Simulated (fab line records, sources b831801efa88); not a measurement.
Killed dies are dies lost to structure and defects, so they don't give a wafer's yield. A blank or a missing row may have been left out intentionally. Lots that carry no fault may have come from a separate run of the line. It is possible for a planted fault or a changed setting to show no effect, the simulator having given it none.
What tool caused it? ; flow sky130 ; 13 lots, 39 wafers sampled, at 2 steps of a route of 708

WHAT EACH GAUGE READ, for each wafer
SKY_VT_ADJUST_NCORE_CD_MEAS_07: the cd target is 380 nm. Usual: cd_nm reads 379.0 nm (standard deviation 2.6).
lot;measured;on;cd_nm (nm);flag
L138;day 8 15:14;cd_sem-02;377.9 380.6 377.8;
L139;day 9 00:31;cd_sem-02;377.8 378.0 377.5;
L140;day 9 03:12;cd_sem-02;372.3 374.4 372.4;
L141;day 9 10:01;cd_sem-01;380.3 383.9 379.4;
L142;day 10 22:47;cd_sem-02;378.2 376.6 378.2;
L145;day 11 01:50;cd_sem-01;379.3 380.4 380.0;
L146;day 11 12:25;cd_sem-01;376.5 377.9 377.1;
L150;day 12 05:26;cd_sem-02;377.1 375.7 375.8;
L153;day 14 07:58;cd_sem-02;373.9 374.1 375.2;
L156;day 14 22:13;cd_sem-01;380.1 379.9 380.7;
L157;day 15 06:12;cd_sem-02;382.3 381.3 377.7;
L158;day 15 09:32;cd_sem-02;373.2 375.5 377.0;
L160;day 15 14:28;cd_sem-02;378.7 379.5 378.9;

SKY_SONOS_TUNNEL_OVL_MEAS_08. Usual: SONOS_TUNNEL_OVL typically reads -0.5 nm, with standard deviation 1.2.
lot;measured;on;SONOS_TUNNEL_OVL (nm);flag
L138;day 11 11:11;overlay-01;1.6 -1.0 1.0;
L139;day 11 22:26;overlay-02;-0.4 3.0 1.6;
L140;day 12 00:53;overlay-01;-0.9 1.2 -0.4;
L141;day 12 08:20;overlay-02;1.5 0.5 -0.7;
L142;day 14 01:29;overlay-02;-0.5 -0.8 -0.9;
L145;day 14 06:14;overlay-02;-0.9 2.0 -0.9;
L146;day 14 17:47;overlay-01;-1.6 -0.5 -0.5;
L150;day 15 11:54;overlay-01;-1.2 -0.3 -1.6;
L153;day 17 19:56;overlay-01;0.2 -1.1 -1.6;
L156;day 18 11:18;overlay-02;1.1 0.0 -2.9;
L157;day 18 20:32;overlay-01;-1.3 0.6 -1.5;
L158;day 19 00:53;overlay-02;-0.6 -1.5 -0.1;
L160;day 19 06:17;overlay-01;-1.0 0.6 -2.6;

EACH LOT AND THE TOOL THAT RAN IT (in order: tool; ch and the chambers of the sampled wafers; start)
No process step before these readings appears in the record.

AS READ BY THE TOOLS THEMSELVES (means over the sampled wafers that have a number; for cases with no such wafer, the mark the record gives instead)
The record holds no such reading with a usual standard deviation.

THE ANSWER, worked out from the rows above alone
Rule: lot off if the mean of its wafers having a number is beyond 3 standard deviations from the usual mean. Also off: a lot with no number at a reading for which 4 or more lots have one. The other lots that the step has rows for count as sound. The gauges are gone through in route order, then the tools' own readings, and for those a lot's mean is taken as printed above. The first step at which some lot is off is used, and at that step the reading that is off furthest; a lot without a number counts as furthest.
None of the lots is off at any reading shown; this tells nothing.

WHAT HAD BEEN PUT IN BY THE SIMULATOR
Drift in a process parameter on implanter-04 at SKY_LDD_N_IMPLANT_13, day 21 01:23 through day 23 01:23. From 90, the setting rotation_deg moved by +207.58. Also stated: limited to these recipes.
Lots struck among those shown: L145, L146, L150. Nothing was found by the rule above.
